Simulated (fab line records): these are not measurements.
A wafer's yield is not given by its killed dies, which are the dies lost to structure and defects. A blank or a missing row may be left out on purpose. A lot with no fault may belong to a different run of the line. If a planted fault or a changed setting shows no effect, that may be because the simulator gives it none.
The tool behind it: which one? / flow gf180mcu / Sampling: 6 lots, 18 wafers, 2 of 602 route steps

== WHAT THE GAUGES SHOWED, per wafer ==
GF_HV_LDD_TW_MEAS_38.
lot=L152; measured=day 12 02:56; on=film metro-04; HV_LDD_3_TW=1452 1449 1447
lot=L154; measured=day 12 22:41; on=film metro-03; HV_LDD_3_TW=1438 1444 1433
lot=L162; measured=day 15 13:11; on=film metro-03; HV_LDD_3_TW=1439 1445 1444
lot=L164; measured=day 16 05:29; on=film metro-03; HV_LDD_3_TW=1411 1402 1413
lot=L168; measured=day 17 11:08; on=film metro-03; HV_LDD_3_TW=1438 1450 1439
lot=L172; measured=day 19 03:59; on=film metro-03; HV_LDD_3_TW=1429 1432 1432

== TOOL THAT RAN EACH LOT (tool first, then ch and the chambers of the sampled wafers, then the start) ==
lot=L152; GF_HV_LDD_IMPLANT_34=implanter-04 ch 0, day 12 02:23
lot=L154; GF_HV_LDD_IMPLANT_34=implanter-04 ch 0, day 12 22:08
lot=L162; GF_HV_LDD_IMPLANT_34=implanter-01 ch 0, day 15 12:38
lot=L164; GF_HV_LDD_IMPLANT_34=implanter-03 ch 0, day 16 04:58
lot=L168; GF_HV_LDD_IMPLANT_34=implanter-01 ch 0, day 17 10:36
lot=L172; GF_HV_LDD_IMPLANT_34=implanter-04 ch 0, day 19 03:28
- GF_HV_LDD_IMPLANT_34

== THE ANSWER, worked out from the rows above alone ==
Rule: the lots themselves supply what counts as usual. The widest of any qualifying gaps counts: lots, ordered by their means at a reading, are off when they make up no more than a third of the lots, leave a main group of 4 or more, and stand apart from it by 3 or more times the standard deviation of that group's means. A main group whose means are all the same, to the digits that the tables above print for the reading, isn't used. A lot without any number at a reading at which 4 lots or more have one is off too. Where the step has rows for the other lots, those lots are counted as sound.
Off: L164, seen at GF_HV_LDD_TW_MEAS_38 (HV_LDD_3_TW). For the main group the mean is 1441 and the standard deviation 6.
If a tool, at a process step before that reading, ran all the lots that are off and no sound lot after the first of them, it fits. Gauges at GF_HV_LDD_TW_MEAS_38: tried the same way as those tools. One fits: implanter-03 at GF_HV_LDD_IMPLANT_34. It ran no sound lot before its first lot that is off in this sample, so the start can't be narrowed down.

== WHAT THE SIMULATOR PUT IN ==
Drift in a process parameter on implanter-03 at GF_HV_LDD_IMPLANT_34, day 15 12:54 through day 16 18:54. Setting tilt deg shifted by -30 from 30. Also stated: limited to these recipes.
Lots struck among those shown: L164. The same result came from the rule above.
